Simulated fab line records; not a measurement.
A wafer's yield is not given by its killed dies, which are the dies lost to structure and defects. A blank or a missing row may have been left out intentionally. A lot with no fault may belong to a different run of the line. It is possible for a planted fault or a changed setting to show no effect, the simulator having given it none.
8D (eight disciplines) problem report, filled in by code | flow gf180mcu | the parts of the form that need people (team, actions taken, sign-off) are left out

1. THE ISSUE
heater-power-total-W at GF_V2_SOFTBAKE_10 reads a mean of 96.39 W on 5 wafers of 3 lots; wafers without a fault read 93.04 W with a standard deviation of 0.062. That puts it +54 standard deviations away from the usual mean.
The step: time 60 s.
The first sign was on wafer L397.1 at day 25 07:00, on litho-track-04. At this step, 42 wafers from 14 lots have a number in the record. The rule behind "out" and "out of limits": a value lying over 4 standard deviations away from the usual mean. The rest of the wafers with a number are treated as sound.

2. WHAT IT IS, AND WHAT IT ISN'T
question                    | is                                     | is not
which readings at this step | heater-power-total-W, run-length-s     | -
which lots                  | L397, L398, L400                       | L382, L383, L384, L387, L389, L390, L391, L392, L393, L396, L403
which wafers of those lots  | L397.1, L397.2, L398.2, L400.1, L400.2 | L397.3, L398.4, L398.5, L400.5
read on which tools         | litho-track-04                         | litho-track-02, litho-track-03
when                        | from day 25 07:00                      | up to then (31 sound wafers); but 6 sound wafers of L398, L400, L403 came after

3. SUSPECTS, AND WHAT RULES EACH OUT
Counting: if a tool at a process step up to the reading ran every lot that is out, it stays a suspect. Sound lots after the first of them don't rule it out here, since some wafers of a struck lot are sound.
- litho-track-04 at GF_V2_SOFTBAKE_10 (time 60 s): kept. It processed each lot that is out (first: L397, day 25 07:00); up to then, its last sound lot is L393 (day 23 18:00). Out on those wafers are its own readings of heater-power-total-W, run-length-s.
After counting, what remains is litho-track-04 at GF_V2_SOFTBAKE_10.

4. THE CAUSE (what the simulator had put in)
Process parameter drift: litho-track-04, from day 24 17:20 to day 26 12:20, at GF_V2_SOFTBAKE_10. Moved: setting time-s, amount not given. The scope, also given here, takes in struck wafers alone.
This tool alone remained once counting was done.

5. THE CHAIN OF EFFECTS, in route order
Each row: a reading whose mean over the struck wafers that have a number lies more than 3 standard deviations from the usual. Only readings for which the record gives a usual standard deviation are gone through. hours: the time from each lot's start at the first step in this table that gives one to its start at this step, as a median over the lots. sigmas: the change in usual standard deviations.
hours | step              | reading              | usual   | on struck wafers | change | sigmas
0     | GF_V2_SOFTBAKE_10 | heater-power-total-W | 93.04 W | 96.39            | +3.35  | +54
0     | GF_V2_SOFTBAKE_10 | run-length-s         | 89.13 s | 83.38            | -5.75  | -24
The process steps in it:
- GF_V2_SOFTBAKE_10: time 60 s.
Later steps that measure or inspect, where all struck wafers having a row at the step show a number for every such reading and not one has moved that far: GF_V3_THK_MEAS_03.

6. HOW IT WOULD HAVE BEEN CAUGHT EARLIER
The fault began at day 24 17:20; the first out-of-limits reading in this record came at day 25 07:00, 14 hours later.
